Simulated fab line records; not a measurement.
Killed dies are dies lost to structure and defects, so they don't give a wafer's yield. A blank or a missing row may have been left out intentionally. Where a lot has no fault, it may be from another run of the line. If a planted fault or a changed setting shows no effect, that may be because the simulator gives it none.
Split-lot experiment :: flow sfq_line :: 5 lots, 23 wafers read, on a route of 325 steps

## ON THE SPLIT
At SFQ_TRILAYER_M7_LITHO_PEB_180 (peb time 60 s), the setting peb_temp_c was moved away from the recipe's 115 C on 9 of the 23 wafers read, by +1.5% to +1.8%. This setting was run at the recipe's value on the other wafers.

## FROM THE SPLIT TO THE READING: what the file shows between them, 1 step
- SFQ_TRILAYER_M7_LITHO_DEVELOP_179: time 60 s

## THE READING
M7.cd_nm (the simulator's own value, which no gauge read), in nm, at SFQ_TRILAYER_M7_BARC_OPEN_METAL_ETCH_229 (etches BARC in O2, target depth 125 nm, time 41.7 s). The file does not state a usual value for it. The 14 wafers here that ran the recipe average 498.4 nm, standard deviation 1.5 nm.

wafer: L074.1
tool, chamber at the split: litho_track-01, 0
peb_temp_c as run, C: 116.7
against the recipe: +1.5%
M7.cd_nm, nm: 471.6
against lot-mates on the recipe: -26.8

wafer: L074.3
tool, chamber at the split: litho_track-01, 0
peb_temp_c as run, C: 116.7
against the recipe: +1.5%
M7.cd_nm, nm: 471.1
against lot-mates on the recipe: -27.3

wafer: L074.4
tool, chamber at the split: litho_track-01, 0
peb_temp_c as run, C: 115
against the recipe: recipe
M7.cd_nm, nm: 497.9
against lot-mates on the recipe: -

wafer: L074.5
tool, chamber at the split: litho_track-01, 0
peb_temp_c as run, C: 115
against the recipe: recipe
M7.cd_nm, nm: 499
against lot-mates on the recipe: -

wafer: L074.6
tool, chamber at the split: litho_track-01, 0
peb_temp_c as run, C: 116.7
against the recipe: +1.5%
M7.cd_nm, nm: 470.5
against lot-mates on the recipe: -27.9

wafer: L076.1
tool, chamber at the split: litho_track-04, 0
peb_temp_c as run, C: 115
against the recipe: recipe
M7.cd_nm, nm: 500.7
against lot-mates on the recipe: -

wafer: L076.3
tool, chamber at the split: litho_track-04, 0
peb_temp_c as run, C: 116.8
against the recipe: +1.6%
M7.cd_nm, nm: 469.3
against lot-mates on the recipe: -31.7

wafer: L076.4
tool, chamber at the split: litho_track-04, 0
peb_temp_c as run, C: 116.8
against the recipe: +1.6%
M7.cd_nm, nm: 468
against lot-mates on the recipe: -33.0

wafer: L076.5
tool, chamber at the split: litho_track-04, 0
peb_temp_c as run, C: 116.8
against the recipe: +1.6%
M7.cd_nm, nm: 468.9
against lot-mates on the recipe: -32.1

wafer: L076.6
tool, chamber at the split: litho_track-04, 0
peb_temp_c as run, C: 115
against the recipe: recipe
M7.cd_nm, nm: 501.3
against lot-mates on the recipe: -

wafer: L077.2
tool, chamber at the split: litho_track-01, 0
peb_temp_c as run, C: 115
against the recipe: recipe
M7.cd_nm, nm: 496.4
against lot-mates on the recipe: -

wafer: L077.3
tool, chamber at the split: litho_track-01, 0
peb_temp_c as run, C: 115
against the recipe: recipe
M7.cd_nm, nm: 497.3
against lot-mates on the recipe: -

wafer: L077.4
tool, chamber at the split: litho_track-01, 0
peb_temp_c as run, C: 115
against the recipe: recipe
M7.cd_nm, nm: 497.9
against lot-mates on the recipe: -

wafer: L077.5
tool, chamber at the split: litho_track-01, 0
peb_temp_c as run, C: 115
against the recipe: recipe
M7.cd_nm, nm: 496.9
against lot-mates on the recipe: -

wafer: L077.6
tool, chamber at the split: litho_track-01, 0
peb_temp_c as run, C: 115
against the recipe: recipe
M7.cd_nm, nm: 497.8
against lot-mates on the recipe: -

wafer: L083.1
tool, chamber at the split: litho_track-04, 0
peb_temp_c as run, C: 115
against the recipe: recipe
M7.cd_nm, nm: 499.7
against lot-mates on the recipe: -

wafer: L083.2
tool, chamber at the split: litho_track-04, 0
peb_temp_c as run, C: 115
against the recipe: recipe
M7.cd_nm, nm: 500.4
against lot-mates on the recipe: -

wafer: L083.3
tool, chamber at the split: litho_track-04, 0
peb_temp_c as run, C: 117.1
against the recipe: +1.8%
M7.cd_nm, nm: 465.6
against lot-mates on the recipe: -34.4

wafer: L083.4
tool, chamber at the split: litho_track-04, 0
peb_temp_c as run, C: 117.1
against the recipe: +1.8%
M7.cd_nm, nm: 465.2
against lot-mates on the recipe: -34.8

wafer: L083.5
tool, chamber at the split: litho_track-04, 0
peb_temp_c as run, C: 117.1
against the recipe: +1.8%
M7.cd_nm, nm: 465.2
against lot-mates on the recipe: -34.8

wafer: L085.2
tool, chamber at the split: litho_track-01, 0
peb_temp_c as run, C: 115
against the recipe: recipe
M7.cd_nm, nm: 496.9
against lot-mates on the recipe: -

wafer: L085.4
tool, chamber at the split: litho_track-01, 0
peb_temp_c as run, C: 115
against the recipe: recipe
M7.cd_nm, nm: 497.8
against lot-mates on the recipe: -

wafer: L085.5
tool, chamber at the split: litho_track-01, 0
peb_temp_c as run, C: 115
against the recipe: recipe
M7.cd_nm, nm: 498.2
against lot-mates on the recipe: -

THE FIT
A straight line over all 23 wafers: M7.cd_nm changes by -18.5 nm for each +1% of peb_temp_c; r = -1.00; the points scatter about the line by 1.3 nm.
The same after taking each lot's own level away (the mean of its wafers on the recipe; 23 wafers): -19.4 nm for each +1%; r = -1.00; scatter 1 nm.
According to that fit, moving peb_temp_c by its largest amount changes the reading by 35 nm.
Measured against the standard deviation above, the lots' own levels, which go from 497.26 to 501.00 nm, span 2.5 times it.
The two slopes are in agreement: the lot-to-lot level therefore moves the slope only a little.
Check: -35.5 nm against its lot-mates is what the line predicts for one of the wafers moved furthest among these (+1.8%) when that wafer is left out of the fit. Against them it came out at -34.4 nm.

## ADDITIONAL SPLITS CARRIED BY THESE WAFERS
These wafers also went through other splits before the reading. Each is held against what the fit with the lots' levels taken away leaves over:
other split on the same wafers: SFQ_TRILAYER_M6_LITHO_COAT_159 resist_thk_nm
wafers away from the commonest value: 7
r with M7.cd_nm (lot level and that fit taken away): +0.07

other split on the same wafers: SFQ_TRILAYER_M6_ETCH_METAL_ETCH_162 bias_w
wafers away from the commonest value: 4
r with M7.cd_nm (lot level and that fit taken away): +0.45

other split on the same wafers: SFQ_TRILAYER_I6_VIA_LITHO_EXPOSE_170 dose_mj
wafers away from the commonest value: 7
r with M7.cd_nm (lot level and that fit taken away): +0.16

other split on the same wafers: SFQ_TRILAYER_I6_VIA_BARC_OPEN_VIA_ETCH_235 bias_w
wafers away from the commonest value: 3
r with M7.cd_nm (lot level and that fit taken away): +0.24

other split on the same wafers: SFQ_TRILAYER_M7_LITHO_COAT_177 resist_thk_nm
wafers away from the commonest value: 10
r with M7.cd_nm (lot level and that fit taken away): -0.08

## THE FILE'S OWN FIT
M7.cd_nm changes by -19.4 nm for each +1% of peb_temp_c, r = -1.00.
